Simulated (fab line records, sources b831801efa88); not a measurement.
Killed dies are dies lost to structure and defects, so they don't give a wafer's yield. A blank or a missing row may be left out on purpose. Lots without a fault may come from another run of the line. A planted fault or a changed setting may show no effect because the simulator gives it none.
One fault seen from 2 desks | flow sky130 | each desk has only its own numbers; what lay behind them comes last

THE TOOL OWNER'S DESK: litho_track-01
The tool's own readings at SKY_VT_ADJUST_NCORE_DEVELOP_06 (develop time 60 s): means of the sampled wafers that have a number, for each lot that ran on this tool. A lot is out of limits, marked OUT, if its mean lies more than 4 standard deviations from the usual mean; the brackets give that distance.
Columns: A = chill_plate_temp_C at SKY_VT_ADJUST_NCORE_DEVELOP_06, usual 23.00 C
lot  | first seen here | A
L694 | day 8 21:38     | 22.98
L695 | day 9 17:21     | 23.13
L697 | day 9 17:42     | 23.07
L696 | day 9 19:11     | 22.95
L700 | day 10 13:11    | 23.06
L704 | day 11 11:23    | 22.86
L705 | day 11 21:33    | 23.02
This desk's finding: nothing out of limits on any of the 7 lots.

THE METROLOGY DESK
What the gauges read, lot by lot, whatever tool the lot ran on: means of the sampled wafers that have a number. A lot is out of limits, marked OUT, if its mean lies more than 4 standard deviations from the usual mean; the brackets give that distance.
Columns: A = cd_nm at SKY_VT_ADJUST_NCORE_CD_MEAS_07, usual 380.1 nm; B = cd_nm at SKY_SONOS_TUNNEL_CD_MEAS_07, usual 409.9 nm; C = SONOS_ONO_CVD_02_THK at SKY_SONOS_ONO_THK_MEAS_03, usual 10.42 nm
lot  | first seen here | A               | B     | C
L694 | day 8 21:47     | 380.2           | 410.3 | 10.54
L695 | day 9 17:30     | 378.4           | 408.8 | 10.57
L697 | day 9 17:50     | 377.9           | 411.6 | 10.36
L696 | day 9 19:20     | 375.5           | 409.2 | 10.55
L700 | day 10 13:20    | 376.5           | 412.7 | 10.47
L702 | day 10 20:35    | 382.4           | 409.8 | 10.32
L704 | day 11 11:32    | 261.7 (-44) OUT | 409.3 | 10.37
L705 | day 11 21:42    | 255.9 (-46) OUT | 408.8 | 10.38
L709 | day 13 04:49    | 380.5           | 411.8 | 10.42
L710 | day 13 14:11    | 381.9           | 409.9 | 10.36
L714 | day 14 17:49    | 378.6           | 407.0 | 10.32
L716 | day 15 04:41    | 381.7           | 406.9 | 10.34
L717 | day 15 10:01    | 379.3           | 409.4 | 10.53
This desk's finding: out of limits on L704, L705; first on L704, day 11 11:32 (cd_nm at SKY_VT_ADJUST_NCORE_CD_MEAS_07). In limits: L694, L695, L697, L696, L700, L702, L709, L710, L714, L716, L717.

PUT TOGETHER
The metrology desk could have raised an alarm at day 11 11:32, on L704, L705.
The tool owner's desk saw nothing out of limits.
The tool owner's desk has L704, L705 on record, within its limits.
Of the lots named, all ran SKY_VT_ADJUST_NCORE_DEVELOP_06 on litho_track-01.

WHAT THE SIMULATOR HAD PUT IN
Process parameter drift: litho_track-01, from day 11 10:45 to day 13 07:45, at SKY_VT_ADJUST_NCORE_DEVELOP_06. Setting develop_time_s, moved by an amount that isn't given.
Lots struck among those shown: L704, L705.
Hours from the fault's start to each desk's first reading out of limits: the metrology desk, 1.
